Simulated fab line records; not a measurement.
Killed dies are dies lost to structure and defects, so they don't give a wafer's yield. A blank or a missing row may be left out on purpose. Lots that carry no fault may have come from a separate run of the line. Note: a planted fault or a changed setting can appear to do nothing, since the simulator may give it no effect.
Struck lot and sound lot, side by side + flow gf180mcu + 21 out of 602 route steps
Sound: the wafers L110.3, L110.5, L110.6. Struck: wafers L127.2, L127.4, L127.5. The cause comes at the end.
Per side, at each step with rows, come the tool, then ch with its chambers, and then its first start. Under that, the readings that differ: sound wafers + struck wafers + difference of the means + sigmas: that difference in standard deviations of wafers without a fault.
alike: a reading whose means differ by less than 2 such deviations, as well as words and numbers matching on both sides. not compared: withheld readings; readings where some wafer has no value; bounds like >300 that might hide an equal value; numbers whose values overlap and for which the record gives no deviation.
Wherever a step has rows on one side only, a row that says differs or no value, or a row with sigmas, the two part there. Non-overlapping numbers with no deviation appear without sigmas and do not part them. A reading missing from all wafers of one side parts the sides only when that side holds two or more wafers.

GF_SALICIDE_RTA_08: time 30 s.
  sound on rtp anneal-01 ch 0, day 15 23:50; struck on rtp anneal-02 ch 0, day 21 22:44
| reading            | sound             | struck            | difference | sigmas |
|--------------------|-------------------|-------------------|------------|--------|
| lamp power pct (%) | 17.78 17.77 17.81 | 17.69 17.70 17.68 | -0.10      | -2     |
  alike: wafer_temp_C_max
then, 1 step without rows for these wafers: GF_CONTACT_CVD_00 (deposits SiO2, target thk 300 nm, time 50 s).
GF_CONTACT_THK_MEAS_01:
  struck on film metro-01, day 21 22:53; sound on film metro-01, day 15 23:58
  alike: CONTACT_CVD_00_THK
GF_CONTACT_CVD_02: deposits SiO2 from TEOS, target thk 860 nm, time 95.992 s.
  sound on pecvd-04 ch 0,2, day 16 00:00; struck on pecvd-04 ch 0,1,2, day 21 22:56
  alike: heater power w
GF_CONTACT_THK_MEAS_03:
  struck on film metro-02, day 21 23:01; sound on film metro-03, day 16 00:08
  alike: CONTACT_CVD_02_THK
GF_CONTACT_CMP_04: polishes SiO2.
  sound on cmp-02 ch 2,3, day 16 00:10; struck on cmp-02 ch 1,3, day 21 23:04
  alike: motor current A, retaining ring pressure frac, time to endpoint s
GF_CONTACT_BOW_MEAS_05:
  struck on film metro-02, day 21 23:23; sound on film metro-03, day 16 00:31
  alike: CONTACT_BOW
then, 5 steps without rows for these wafers: GF_CONTACT_DEHYDRATE_06 (time 60 s); GF_CONTACT_HMDS_07 (prime time 60 s); GF_CONTACT_COAT_08; GF_CONTACT_COAT_09 (resist thk 1000 nm); GF_CONTACT_SOFTBAKE_10 (time 60 s).
GF_CONTACT_EXPOSE_11: exposes mask Contact, target cd 220 nm.
  sound on krf scanner-02 ch 0, day 16 11:24; struck on krf scanner-02 ch 0, day 22 11:31
| reading              | sound             | struck            | difference | sigmas      |
|----------------------|-------------------|-------------------|------------|-------------|
| exposure dose mJ cm2 | 38.10 38.15 38.11 | 51.21 51.16 51.19 | +13.07     | +99 or more |
  alike: mask
then, 2 steps without rows for these wafers: GF_CONTACT_PEB_12 (peb time 88.14 s); GF_CONTACT_DEVELOP_13 (develop time 60 s).
GF_CONTACT_CD_MEAS_14: target cd 220 nm.
  struck on cd sem-01, day 22 23:07; sound on cd sem-01, day 16 21:34
| reading    | sound             | struck            | difference | sigmas |
|------------|-------------------|-------------------|------------|--------|
| cd nm (nm) | 218.2 218.0 219.8 | 265.6 263.6 264.4 | +45.9      | +33    |
GF_CONTACT_OVL_MEAS_15:
  struck on overlay-02, day 22 23:13; sound on overlay-01, day 16 21:40
  alike: CONTACT_OVL
GF_CONTACT_ETCH_16: etches BARC in N2/H2.
  sound on rie diel-01 ch 0,2,3, day 16 21:41; struck on rie diel-02 ch 0,3, day 22 23:14
| reading                  | sound           | struck            | difference | sigmas |
|--------------------------|-----------------|-------------------|------------|--------|
| model.CONTACT.cd nm (nm) | 218.5 218 220.5 | 265.4 263.5 264.4 | +45.4      |        |
  alike: drypump motor current A, h2 flow sccm, oes product au, throttle valve pct
GF_CONTACT_ETCH_17: etches SiO2 in C4F8/O2/Ar, stops on CoSi2, target depth 860 nm.
  sound on rie diel-01 ch 0,2,3; struck on rie diel-02 ch 0,3
| reading                  | sound             | struck            | difference | sigmas |
|--------------------------|-------------------|-------------------|------------|--------|
| model.CONTACT.cd nm (nm) | 218.7 218.6 220.7 | 265.6 263.3 264.5 | +45.1      |        |
  alike: oes product au
GF_CONTACT_STRIP_18: strips in O2/N2.
  sound on plasma asher-02 ch 0,1, day 16 21:53; struck on plasma asher-01 ch 0, day 22 23:24
  alike: drypump motor current A, heater power w, oes product au
  not compared: rf hours counter h
-- the record jumps here: 11 days lie between the struck wafers' starts before and after (it left off in module CONTACT and takes up again in module PASSIVATION, whose first step shown is number 602 of the route) --
GF_PASSIVATION_PROBE_99:
  only the struck wafers here have rows in the record (prober-01, day 34 03:10); the sound ones have none

== WHERE THEY PART ==
Last at GF_PASSIVATION_PROBE_99 as far as this record goes, first at GF_SALICIDE_RTA_08.

WHY: what the simulator had put in
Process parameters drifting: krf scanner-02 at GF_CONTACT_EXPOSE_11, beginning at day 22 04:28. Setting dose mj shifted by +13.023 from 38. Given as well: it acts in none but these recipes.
